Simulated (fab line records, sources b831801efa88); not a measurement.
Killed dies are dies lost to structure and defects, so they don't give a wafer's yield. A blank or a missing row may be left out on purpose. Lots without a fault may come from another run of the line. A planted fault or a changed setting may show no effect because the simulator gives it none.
fab line records | flow gf180mcu
record lots=24 wafers=72 last_day=34
route steps=602 shown STI@15 MVSD@77 SAB@275 V2@397 V3@445 M4@459
lots that met no fault: from a run of the same line without faults
start_h: hours from the record's first day to the start of the lot's first wafer shown | wait_h: hours since the lot's step before | " the same as in the row above | L1.1+2: a row that stands for several wafers | - no value, or no start given | * or withheld: withheld | < > ~ a bound
route shown NAME@n: a module of which the file shows steps, and the number in the route of the first | usual: mean/standard deviation of fault-free wafers | same: alike in all rows | chamber/n: place in a boat | sites: the reading at each site | _std_site: their standard deviation | _edge_site: outer sites' mean less inner sites' | radius_mm: how far each site lies from the wafer's centre | mask NAME#n: copy n | behind: the tool/chamber that last shaped the wafer | hold: why the lot was held/for how many hours/how that ended | device: the transistor (n, p or np) that didn't switch | end of line: the same wafers' tests at the end of the route | a step without rows: its recipe alone | killed: dies lost to structure and defects at the first sort, not the wafer's yield | map: a wafer's dies, x killed, . not, _ none there
set.NAME: the setting as run; set.NAME@STEP: as run at that earlier step | model.NAME: the simulator's own value behind a step, which no gauge read
steps of the route over a sample of lots; a table a step, a row a wafer
services: from which hour (start_h, from the record's first day; less than 0 if before it) a tool's chamber was out of use, for how many hours, and why
## steps
# step GF_STI_ETCH_14
# recipe target=Si chemistry=HBr/Cl2/O2 target_depth_nm=360 icp_w=600 bias_w=150 pressure_mtorr=15 HBr_flow_sccm=150 Cl2_flow_sccm=40 O2_flow_sccm=6 time_s=102.9
# usual O2_flow_sccm=6.002/0.018 drypump_motor_current_A=5.9/0.45 oes_product_au=1.003/0.01 rf_fwd_power_W=596.8/1.9 throttle_valve_pct=25.655/0.011
# columns lot.wafer tool chamber start_h wait_h O2_flow_sccm drypump_motor_current_A oes_product_au rf_fwd_power_W rf_hours_counter_h throttle_valve_pct
L074.3 rie_si-02 3 29.25 0.0 5.984 6.0 0.997 595.2 161 25.655
L074.4 " 1 " " 5.998 5.8 0.983 597.0 102 25.662
L074.6 " 2 " " 5.997 6.7 1.001 594.9 - 25.652
L075.1 rie_si-02 2 32.75 0.0 6.005 6.8 1.013 597.7 3 25.660
L075.2 " 0 " " 6.002 5.4 1.013 596.6 66 25.642
L075.3 " 3 " " 6.025 6.0 0.999 597.3 161 25.651
L076.2 rie_si-02 0 36.58 0.0 6.015 5.4 0.994 597.2 66 25.671
L076.5 " 0 " " 6.015 5.5 1.012 593.4 - 25.665
L076.6 " 1 " " 6.009 5.8 0.981 596.1 - 25.671
L077.2 rie_si-02 2 42.83 0.0 6.023 6.8 1.017 594.5 3 25.662
L077.3 " 1 " " 5.988 5.8 0.992 598.9 102 25.664
L077.5 " 0 " " 5.983 5.4 1.006 599.3 - 25.652
L078.1 rie_si-01 2 46.35 0.0 6.016 5.4 1.000 597.5 49 25.656
L078.3 " 3 " " 6.004 5.8 1.016 596.5 3 25.632
L078.4 " 1 " " 5.971 5.5 1.017 594.0 92 25.665
L079.4 rie_si-01 2 52.58 0.0 6.018 5.4 0.995 598.7 49 25.662
L079.5 " 0 " " 6.008 6.0 0.983 597.0 - 25.661
L079.6 " 3 " " 6.020 5.7 1.011 596.9 - 25.659
L080.2 rie_si-01 2 56.95 0.0 6.002 5.4 0.998 595.0 49 25.640
L080.4 " 1 " " 6.032 5.6 1.005 591.9 92 25.643
L080.5 " 1 " " 5.997 5.5 1.009 592.8 - 25.664
L081.1 rie_si-02 0 60.95 0.0 6.009 5.5 1.008 596.8 66 25.647
L081.2 " 2 " " 6.003 6.8 1.015 594.9 3 25.638
L081.6 " 3 " " 6.020 6.1 1.007 597.5 - 25.645
L082.1 rie_si-02 1 67.83 0.0 5.980 5.8 0.991 594.5 103 25.668
L082.4 " 2 " " 6.014 6.7 1.003 596.2 3 25.649
L082.5 " 3 " " 5.994 6.0 0.998 596.2 - 25.663
L083.1 rie_si-01 0 71.64 0.0 5.998 6.0 0.993 598.7 101 25.656
L083.2 " 1 " " 6.010 5.6 1.017 595.4 92 25.649
L083.4 " 3 " " 6.002 5.7 1.017 593.0 3 25.655
L084.1 rie_si-02 3 77.05 0.0 6.017 6.0 0.997 596.6 0 25.656
L084.4 " 0 " " 5.979 5.5 1.016 596.1 66 25.648
L084.5 " 0 " " 6.004 5.4 1.007 598.2 - 25.648
L085.2 rie_si-01 1 83.80 0.0 6.006 5.6 1.012 596.3 93 25.646
L085.4 " 2 " " 6.000 5.4 0.992 598.2 49 25.639
L085.5 " 3 " " 5.995 5.7 1.004 596.1 - 25.656
L086.1 rie_si-01 3 87.25 0.0 5.990 5.8 1.013 600.1 4 25.642
L086.2 " 1 " " 6.017 5.5 1.023 595.6 93 25.655
L086.6 " 1 " " 6.023 5.6 1.022 595.9 - 25.629
L087.2 rie_si-01 0 93.18 0.0 5.995 6.0 0.996 597.8 101 25.675
L087.4 " 3 " " 5.991 5.8 1.009 594.0 4 25.638
L087.6 " 1 " " 6.001 5.5 1.008 597.0 - 25.643
L088.1 rie_si-01 2 97.80 0.0 6.023 5.4 0.990 598.9 50 25.673
L088.3 " 0 " " 6.035 6.0 0.990 598.6 101 25.688
L088.5 " 1 " " 5.987 5.6 1.008 597.0 - 25.633
L089.2 rie_si-02 2 102.53 0.0 6.017 6.7 1.000 593.8 4 25.649
L089.4 " 3 " " 6.001 6.0 0.997 599.4 0 25.666
L089.5 " 2 " " 5.992 6.7 0.994 596.0 - 25.640
L090.1 rie_si-02 1 109.93 0.0 5.991 5.8 0.999 596.7 103 25.663
L090.4 " 3 " " 6.015 6.1 0.999 595.5 1 25.667
L090.5 " 2 " " 6.000 6.8 1.009 595.6 - 25.663
L091.1 rie_si-02 3 115.85 0.0 6.006 6.0 1.000 597.6 1 25.651
L091.3 " 0 " " 5.976 5.4 1.005 597.2 67 25.650
L091.6 " 1 " " 6.008 5.8 1.008 595.4 - 25.648
L092.1 rie_si-02 3 119.93 0.0 5.989 6.1 0.999 596.8 1 25.648
L092.4 " 1 " " 5.970 5.8 0.989 599.8 103 25.642
L092.5 " 0 " " 5.951 5.4 0.998 599.3 - 25.655
L093.2 rie_si-02 2 124.13 0.0 6.016 6.8 1.009 598.0 4 25.665
L093.3 " 0 " " 5.996 5.4 1.001 599.1 67 25.668
L093.4 " 1 " " 5.995 5.8 0.992 597.8 103 25.660
L094.1 rie_si-01 1 130.19 0.0 5.964 5.6 1.024 595.8 93 25.654
L094.5 " 2 " " 6.009 5.4 1.007 594.6 - 25.658
L094.6 " 1 " " 5.963 5.6 1.021 593.9 - 25.645
L095.2 rie_si-01 3 133.69 0.0 5.999 5.8 1.013 595.5 4 25.650
L095.4 " 0 " " 5.997 6.0 0.994 597.8 102 25.666
L095.5 " 1 " " 6.023 5.5 1.019 596.2 - 25.641
L096.2 rie_si-02 3 138.29 0.0 6.000 6.0 1.003 598.2 1 25.645
L096.4 " 1 " " 6.002 5.8 1.005 599.3 103 25.660
L096.5 " 3 " " 6.027 6.0 0.996 596.8 - 25.664
L097.3 rie_si-02 3 145.30 0.0 5.970 6.0 0.990 599.5 1 25.650
L097.4 " 2 " " 6.004 6.8 1.007 595.2 4 25.664
L097.5 " 3 " " 5.993 6.0 1.000 597.6 - 25.664
# step GF_MVSD_TW_MEAS_11
# usual MVSD_TW=1573/16
# columns lot.wafer tool chamber start_h wait_h MVSD_TW
L074.3 film_metro-01 - 88.25 0.1 1560
L074.4 " - " " 1548
L074.6 " - " " 1562
L075.1 film_metro-01 - 93.59 0.1 1559
L075.2 " - " " 1550
L075.3 " - " " 1551
L076.2 film_metro-01 - 95.89 0.1 1554
L076.5 " - " " 1550
L076.6 " - " " 1547
L077.2 film_metro-01 - 101.37 0.1 1568
L077.3 " - " " 1560
L077.5 " - " " 1555
L078.1 film_metro-03 - 106.01 0.1 1586
L078.3 " - " " 1584
L078.4 " - " " 1589
L079.4 film_metro-02 - 113.06 0.1 1611
L079.5 " - " " 1610
L079.6 " - " " 1602
L080.2 film_metro-03 - 116.57 0.1 1589
L080.4 " - " " 1585
L080.5 " - " " 1584
L081.1 film_metro-03 - 123.58 0.1 1584
L081.2 " - " " 1581
L081.6 " - " " 1575
L082.1 film_metro-01 - 130.24 0.1 1561
L082.4 " - " " 1560
L082.5 " - " " 1558
L083.1 film_metro-01 - 134.63 0.1 1559
L083.2 " - " " 1556
L083.4 " - " " 1559
L084.1 film_metro-03 - 141.53 0.1 1577
L084.4 " - " " 1568
L084.5 " - " " 1574
L085.2 film_metro-01 - 148.57 0.1 1562
L085.4 " - " " 1555
L085.5 " - " " 1569
L086.1 film_metro-01 - 155.61 0.1 1565
L086.2 " - " " 1568
L086.6 " - " " 1561
L087.2 film_metro-01 - 165.24 0.1 1561
L087.4 " - " " 1565
L087.6 " - " " 1562
L088.1 film_metro-02 - 165.46 0.1 1597
L088.3 " - " " 1594
L088.5 " - " " 1596
L089.2 film_metro-02 - 171.57 0.1 1577
L089.4 " - " " 1588
L089.5 " - " " 1586
L090.1 film_metro-03 - 181.94 0.1 1583
L090.4 " - " " 1572
L090.5 " - " " 1581
L091.1 film_metro-03 - 185.11 0.1 1585
L091.3 " - " " 1584
L091.6 " - " " 1577
L092.1 film_metro-03 - 188.51 0.1 1586
L092.4 " - " " 1577
L092.5 " - " " 1579
L093.2 film_metro-02 - 193.20 0.1 1587
L093.3 " - " " 1601
L093.4 " - " " 1602
L094.1 film_metro-03 - 201.46 0.1 1565
L094.5 " - " " 1569
L094.6 " - " " 1561
L095.2 film_metro-03 - 204.82 0.1 1575
L095.4 " - " " 1559
L095.5 " - " " 1573
L096.2 film_metro-03 - 209.44 0.1 1577
L096.4 " - " " 1569
L096.5 " - " " 1566
L097.3 film_metro-02 - 215.88 0.1 1594
L097.4 " - " " 1597
L097.5 " - " " 1601
# step GF_SAB_ETCH_11
# recipe chemistry=C4F8/O2/Ar mask_material=NOVOLAK target=SiO2 target_depth_nm=55 source_w=1500 bias_w=1200 pressure_mtorr=40 c4f8_flow_sccm=withheld O2_flow_sccm=6 Ar_flow_sccm=300 time_s=8.5
# usual oes_product_au=1.001/0.012 rf_fwd_power_W=1472/7.8
# columns lot.wafer tool chamber start_h wait_h oes_product_au rf_fwd_power_W rf_hours_counter_h
L074.3 rie_diel-03 0 346.28 0.0 0.993 1494 114
L074.4 " 1 " " 0.997 1466 16
L074.6 " 1 " " 0.990 1467 -
L075.1 rie_diel-01 3 353.25 0.0 0.990 1463 95
L075.2 " 1 " " 1.003 1476 4
L075.3 " 0 " " 0.986 1464 65
L076.2 rie_diel-02 1 364.00 0.0 1.006 1471 6
L076.5 " 1 " " 1.009 1470 -
L076.6 " 2 " " 0.984 1478 -
L077.2 rie_diel-01 2 367.00 0.0 0.990 1474 30
L077.3 " 1 " " 0.997 1471 5
L077.5 " 2 " " 0.984 1479 -
L078.1 rie_diel-01 3 371.78 0.0 0.997 1458 96
L078.3 " 1 " " 1.000 1464 5
L078.4 " 2 " " 0.982 1473 30
L079.4 rie_diel-03 3 380.28 0.0 1.012 1480 16
L079.5 " 0 " " 0.988 1478 -
L079.6 " 1 " " 0.985 1463 -
L080.2 rie_diel-03 2 385.13 0.0 0.990 1479 1
L080.4 " 0 " " 0.993 1485 115
L080.5 " 3 " " 1.014 1477 -
L081.1 rie_diel-02 3 402.15 0.0 0.990 1465 54
L081.2 " 2 " " 1.006 1485 43
L081.6 " 0 " " 1.018 1469 -
L082.1 rie_diel-01 3 412.20 0.0 1.000 1461 97
L082.4 " 0 " " 1.004 1470 67
L082.5 " 2 " " 0.987 1472 -
L083.1 rie_diel-02 0 417.00 0.0 1.021 1472 1
L083.2 " 2 " " 1.002 1479 43
L083.4 " 3 " " 1.001 1469 54
L084.1 rie_diel-02 3 427.05 0.0 1.000 1465 55
L084.4 " 2 " " 1.000 1477 -
L084.5 " 0 " " 1.025 1476 -
L085.2 rie_diel-01 1 435.03 0.0 1.003 1468 6
L085.4 " 2 " " 0.998 1476 31
L085.5 " 0 " " 1.008 1460 -
L086.1 rie_diel-01 1 448.70 0.0 1.006 1471 6
L086.2 " 2 " " 0.987 1474 32
L086.6 " 1 " " 0.993 1467 -
L087.2 rie_diel-02 2 461.45 0.0 0.991 1478 45
L087.4 " 0 " " 1.009 1465 2
L087.6 " 2 " " 0.995 1480 -
L088.1 rie_diel-03 3 468.30 0.0 1.019 1479 18
L088.3 " 2 " " 1.007 1472 3
L088.5 " 3 " " 1.028 1476 -
L089.2 rie_diel-02 0 471.08 0.0 1.001 1472 3
L089.4 " 2 " " 0.990 1481 45
L089.5 " 1 " " 1.009 1471 -
L090.1 rie_diel-02 1 482.69 0.0 1.020 1476 8
L090.4 " 0 " " 1.021 1478 3
L090.5 " 0 " " 1.010 1480 -
L091.1 rie_diel-01 0 490.39 0.0 1.009 1471 69
L091.3 " 2 " " 0.984 1476 33
L091.6 " 0 " " 1.014 1471 -
L092.1 rie_diel-01 1 499.23 0.0 1.011 1467 7
L092.4 " 3 " " 1.004 1466 0
L092.5 " 3 " " 1.000 1460 -
L093.2 rie_diel-01 1 502.25 0.0 0.996 1478 7
L093.3 " 3 " " 0.990 1465 0
L093.4 " 0 " " 1.002 1471 69
L094.1 rie_diel-02 0 508.69 0.0 1.004 1466 3
L094.5 " 0 " " 1.010 1471 -
L094.6 " 1 " " 1.011 1476 -
L095.2 rie_diel-02 1 515.90 0.0 1.021 1466 9
L095.4 " 3 " " 0.983 1469 56
L095.5 " 2 " " 0.996 1481 -
L096.2 rie_diel-02 0 526.30 0.0 1.018 1473 4
L096.4 " 3 " " 0.989 1459 56
L096.5 " 3 " " 0.990 1457 -
L097.3 rie_diel-02 1 531.88 0.0 1.020 1475 9
L097.4 " 0 " " 1.021 1474 4
L097.5 " 1 " " 1.018 1473 -
# step GF_V2_OVL_MEAS_15
# usual V2_OVL=1/5.6
# columns lot.wafer tool chamber start_h wait_h V2_OVL[nm]
L074.3 overlay-01 - 468.10 0.1 3
L074.4 " - " " 10
L074.6 " - " " 4
L075.1 overlay-02 - 477.63 0.1 -5
L075.2 " - " " -2
L075.3 " - " " -6
L076.2 overlay-02 - 489.76 0.1 -6
L076.5 " - " " -6
L076.6 " - " " -4
L077.2 overlay-02 - 492.74 0.1 -1
L077.3 " - " " 3
L077.5 " - " " 5
L078.1 overlay-02 - 495.51 0.1 0
L078.3 " - " " 7
L078.4 " - " " 8
L079.4 overlay-02 - 505.10 0.1 6
L079.5 " - " " 10
L079.6 " - " " 4
L080.2 overlay-01 - 510.81 0.1 4
L080.4 " - " " 7
L080.5 " - " " 6
L081.1 overlay-02 - 529.13 0.1 1
L081.2 " - " " 6
L081.6 " - " " 5
L082.1 overlay-01 - 539.21 0.1 -6
L082.4 " - " " -2
L082.5 " - " " -13
L083.1 overlay-01 - 544.28 0.1 5
L083.2 " - " " 8
L083.4 " - " " 6
L084.1 overlay-02 - 553.24 0.1 8
L084.4 " - " " 2
L084.5 " - " " 7
L085.2 overlay-01 - 559.59 0.1 -3
L085.4 " - " " -5
L085.5 " - " " 9
L086.1 overlay-01 - 571.08 0.1 2
L086.2 " - " " -2
L086.6 " - " " -4
L087.2 overlay-01 - 582.49 0.1 6
L087.4 " - " " 5
L087.6 " - " " 2
L088.1 overlay-01 - 590.46 0.1 -12
L088.3 " - " " -15
L088.5 " - " " -16
L089.2 overlay-01 - 592.74 0.1 4
L089.4 " - " " 0
L089.5 " - " " -2
L090.1 overlay-02 - 602.58 0.1 -2
L090.4 " - " " -4
L090.5 " - " " -7
L091.1 overlay-02 - 609.74 0.1 14
L091.3 " - " " 6
L091.6 " - " " 4
L092.1 overlay-01 - 615.26 0.1 -6
L092.4 " - " " -2
L092.5 " - " " -3
L093.2 overlay-02 - 619.49 0.1 -5
L093.3 " - " " -4
L093.4 " - " " -7
L094.1 overlay-02 - 625.56 0.1 2
L094.5 " - " " -5
L094.6 " - " " 1
L095.2 overlay-01 - 632.64 0.1 5
L095.4 " - " " 0
L095.5 " - " " 0
L096.2 overlay-02 - 642.01 0.1 2
L096.4 " - " " 0
L096.5 " - " " 1
L097.3 overlay-02 - 644.79 0.1 7
L097.4 " - " " 8
L097.5 " - " " 4
# step GF_V3_ETCH_16
# recipe chemistry=N2/H2 target_depth_a=withheld overetch_a=withheld time_s=withheld target=BARC ion_energy_ev=200 source_w=500 bias_w=100 pressure_mtorr=30 n2_flow_sccm=100 h2_flow_sccm=200
# usual drypump_motor_current_A=5.7/0.53 n2_flow_sccm=100.02/0.3 oes_product_au=0.856/0.0046 rf_fwd_power_W=495.3/2.4 throttle_valve_pct=13.226/0.0086
# columns lot.wafer tool chamber start_h wait_h drypump_motor_current_A n2_flow_sccm oes_product_au rf_fwd_power_W throttle_valve_pct
L074.3 rie_diel-02 0 518.20 0.0 5.4 99.91 0.855 498.5 13.221
L074.4 " 1 " " 5.4 99.50 0.857 496.8 13.227
L074.6 " 2 " " 5.7 100.20 0.858 496.1 13.239
L075.1 rie_diel-03 3 527.85 0.0 6.1 100.13 0.861 498.4 13.215
L075.2 " 2 " " 4.7 100.58 0.858 498.0 13.216
L075.3 " 0 " " 6.4 100.18 0.859 497.4 13.214
L076.2 rie_diel-03 2 538.93 0.0 4.7 99.48 0.853 495.7 13.215
L076.5 " 2 " " 4.7 99.88 0.849 497.0 13.224
L076.6 " 3 " " 6.1 100.04 0.859 496.8 13.231
L077.2 rie_diel-02 0 541.75 0.0 5.3 100.16 0.863 491.3 13.225
L077.3 " 2 " " 5.7 100.24 0.855 494.5 13.226
L077.5 " 3 " " 5.5 99.79 0.859 493.1 13.223
L078.1 rie_diel-03 2 545.48 0.0 4.7 100.08 0.861 496.7 13.229
L078.3 " 0 " " 6.3 99.85 0.847 497.3 13.216
L078.4 " 1 " " 6.3 100.29 0.857 493.2 13.229
L079.4 rie_diel-02 3 553.63 0.0 5.5 99.84 0.856 492.5 13.218
L079.5 " 3 " " 5.5 100.24 0.858 494.9 13.236
L079.6 " 2 " " 5.7 100.23 0.855 496.5 13.226
L080.2 rie_diel-02 2 558.32 0.0 5.7 100.24 0.861 494.5 13.237
L080.4 " 1 " " 5.4 100.58 0.852 497.5 13.223
L080.5 " 2 " " 5.7 99.93 0.856 497.0 13.227
L081.1 rie_diel-03 3 577.15 0.0 6.1 99.60 0.857 496.8 13.238
L081.2 " 0 " " 6.4 100.03 0.857 497.5 13.236
L081.6 " 0 " " 6.4 99.95 0.860 496.8 13.232
L082.1 rie_diel-02 1 586.20 0.0 5.4 100.21 0.856 495.8 13.223
L082.4 " 2 " " 5.7 99.97 0.854 497.7 13.215
L082.5 " 0 " " 5.4 100.12 0.854 496.2 13.230
L083.1 rie_diel-02 2 591.52 0.0 5.7 99.65 0.855 497.6 13.223
L083.2 " 0 " " 5.3 100.06 0.860 494.4 13.241
L083.4 " 1 " " 5.4 99.75 0.862 497.6 13.231
L084.1 rie_diel-02 2 599.60 0.0 5.7 100.44 0.850 495.6 13.236
L084.4 " 1 " " 5.4 100.05 0.851 496.2 13.217
L084.5 " 1 " " 5.4 99.73 0.850 496.8 13.205
L085.2 rie_diel-02 1 605.07 0.0 5.4 100.13 0.857 496.7 13.216
L085.4 " 0 " " 5.3 100.12 0.856 497.1 13.226
L085.5 " 2 " " 5.7 99.94 0.845 495.9 13.226
L086.1 rie_diel-03 3 615.97 0.0 6.0 100.35 0.854 497.9 13.247
L086.2 " 0 " " 6.3 100.08 0.860 496.8 13.235
L086.6 " 2 " " 4.7 99.71 0.851 498.7 13.215
L087.2 rie_diel-01 2 626.55 0.0 6.7 100.10 0.859 496.7 13.222
L087.4 " 1 " " 5.4 100.15 0.869 494.9 13.228
L087.6 " 2 " " 6.7 99.65 0.850 494.9 13.220
L088.1 rie_diel-03 3 634.50 0.0 6.0 99.90 0.856 495.9 13.235
L088.3 " 2 " " 4.7 100.22 0.843 496.6 13.231
L088.5 " 0 " " 6.4 99.90 0.855 498.6 13.211
L089.2 rie_diel-01 1 636.82 0.0 5.4 100.34 0.857 495.0 13.226
L089.4 " 1 " " 5.4 99.78 0.856 495.1 13.224
L089.5 " 3 " " 5.6 99.35 0.864 492.3 13.210
L090.1 rie_diel-02 1 645.47 0.0 5.4 99.99 0.860 493.9 13.217
L090.4 " 3 " " 5.5 99.74 0.861 492.4 13.221
L090.5 " 1 " " 5.4 99.29 0.851 495.2 13.221
L091.1 rie_diel-02 2 654.45 0.0 5.7 100.39 0.849 496.3 13.206
L091.3 " 0 " " 5.4 99.55 0.860 493.7 13.222
L091.6 " 2 " " 5.7 99.62 0.851 496.4 13.217
L092.1 rie_diel-01 3 659.14 0.0 5.6 99.93 0.864 490.3 13.237
L092.4 " 3 " " 5.6 100.05 0.852 493.3 13.230
L092.5 " 2 " " 6.7 100.23 0.858 494.2 13.222
L093.2 rie_diel-03 2 662.67 0.0 4.7 100.16 0.858 497.2 13.234
L093.3 " 0 " " 6.4 99.73 0.852 497.5 13.235
L093.4 " 3 " " 6.0 99.98 0.855 495.7 13.238
L094.1 rie_diel-03 1 668.92 0.0 6.3 99.82 0.851 491.2 13.224
L094.5 " 2 " " 4.7 100.36 0.858 499.1 13.229
L094.6 " 1 " " 6.3 100.19 0.855 489.7 13.226
L095.2 rie_diel-02 3 674.87 0.0 5.5 100.32 0.854 492.4 13.222
L095.4 " 2 " " 5.7 100.46 0.855 498.5 13.235
L095.5 " 0 " " 5.3 100.09 0.846 496.2 13.218
L096.2 rie_diel-03 1 684.35 0.0 6.3 100.55 0.853 492.1 13.214
L096.4 " 0 " " 6.4 99.88 0.858 494.8 13.219
L096.5 " 3 " " 6.0 100.03 0.852 497.8 13.240
L097.3 rie_diel-01 2 686.20 0.0 6.7 99.44 0.848 495.5 13.235
L097.4 " 1 " " 5.4 100.19 0.860 495.4 13.234
L097.5 " 0 " " 5.6 99.72 0.862 494.0 13.216
# step GF_M4_SPUTTER_03
# recipe material=Ti target_thk_nm=10 substrate_temp_c=300 chamber_pressure_pa=0.3 power_w=3000 time_s=6.7
# usual throttle_valve_pct=30.4/0.94
# columns lot.wafer tool chamber start_h wait_h throttle_valve_pct
L074.3 pvd_sputter-02 - 520.15 0.0 30.3
L074.4 " - " " 31.1
L074.6 " - " " 30.9
L075.1 pvd_sputter-04 - 529.38 0.0 28.8
L075.2 " - " " 30.1
L075.3 " - " " 29.5
L076.2 pvd_sputter-04 - 540.44 0.0 30.4
L076.5 " - " " 28.8
L076.6 " - " " 29.6
L077.2 pvd_sputter-03 - 543.27 0.0 31.2
L077.3 " - " " 29.6
L077.5 " - " " 31.8
L078.1 pvd_sputter-02 - 547.06 0.0 31.0
L078.3 " - " " 30.8
L078.4 " - " " 30.4
L079.4 pvd_sputter-02 - 555.33 0.0 30.7
L079.5 " - " " 30.2
L079.6 " - " " 30.1
L080.2 pvd_sputter-03 - 559.83 0.0 31.5
L080.4 " - " " 29.6
L080.5 " - " " 31.5
L081.1 pvd_sputter-02 - 578.67 0.0 30.1
L081.2 " - " " 30.7
L081.6 " - " " 30.2
L082.1 pvd_sputter-03 - 587.75 0.0 29.4
L082.4 " - " " 31.2
L082.5 " - " " 31.5
L083.1 pvd_sputter-03 - 593.05 0.0 29.3
L083.2 " - " " 29.5
L083.4 " - " " 31.7
L084.1 pvd_sputter-02 - 601.12 0.0 30.6
L084.4 " - " " 30.0
L084.5 " - " " 30.1
L085.2 pvd_sputter-04 - 606.62 0.0 28.8
L085.4 " - " " 30.2
L085.5 " - " " 30.1
L086.1 pvd_sputter-04 - 617.49 0.0 29.5
L086.2 " - " " 30.4
L086.6 " - " " 28.9
L087.2 pvd_sputter-04 - 628.07 0.0 30.2
L087.4 " - " " 31.9
L087.6 " - " " 30.2
L088.1 pvd_sputter-04 - 636.05 0.0 29.5
L088.3 " - " " 28.9
L088.5 " - " " 28.8
L089.2 pvd_sputter-02 - 638.37 0.0 30.9
L089.4 " - " " 30.3
L089.5 " - " " 30.4
L090.1 pvd_sputter-03 - 647.05 0.0 29.4
L090.4 " - " " 32.0
L090.5 " - " " 29.5
L091.1 pvd_sputter-03 - 656.00 0.0 29.3
L091.3 " - " " 31.5
L091.6 " - " " 29.4
L092.1 pvd_sputter-03 - 660.74 0.0 29.1
L092.4 " - " " 31.7
L092.5 " - " " 31.9
L093.2 pvd_sputter-04 - 664.21 0.0 29.8
L093.3 " - " " 29.0
L093.4 " - " " 31.8
L094.1 pvd_sputter-02 - 670.44 0.0 30.5
L094.5 " - " " 30.7
L094.6 " - " " 30.4
L095.2 pvd_sputter-02 - 676.44 0.0 29.9
L095.4 " - " " 30.6
L095.5 " - " " 30.0
L096.2 pvd_sputter-03 - 685.92 0.0 29.1
L096.4 " - " " 31.4
L096.5 " - " " 29.5
L097.3 pvd_sputter-04 - 687.72 0.0 29.5
L097.4 " - " " 31.9
L097.5 " - " " 29.9
## services
# columns tool chamber start_h hours kind
rie_diel-02 - 22.33 0.2 repair
rie_diel-01 2 53.85 7.2 repair
rie_diel-03 - 70.33 3.5 repair
rie_diel-01 1 127.08 6.3 repair
rie_diel-02 - 170.19 1.0 repair
rie_diel-02 0 182.10 14.1 repair
rie_diel-01 3 183.69 8.8 repair
rie_diel-01 3 197.38 2.1 repair
rie_si-02 3 227.59 3.7 repair
rie_diel-01 - 230.49 4.0 repair
rie_si-02 - 263.55 2.8 pm
rie_si-02 2 276.42 9.1 repair
rie_diel-02 3 285.99 3.8 repair
rie_diel-03 - 286.31 1.5 repair
rie_diel-03 3 288.91 7.3 repair
rie_diel-03 1 292.35 22.2 repair
rie_si-02 - 363.87 0.8 repair
rie_diel-01 1 384.01 10.9 repair
rie_diel-02 1 401.82 7.6 repair
rie_diel-03 - 404.86 0.5 repair
rie_diel-02 1 425.07 5.0 repair
rie_diel-02 3 447.29 9.4 repair
rie_diel-02 1 467.95 1.4 repair
rie_diel-02 - 538.05 0.2 repair
## key
fault none
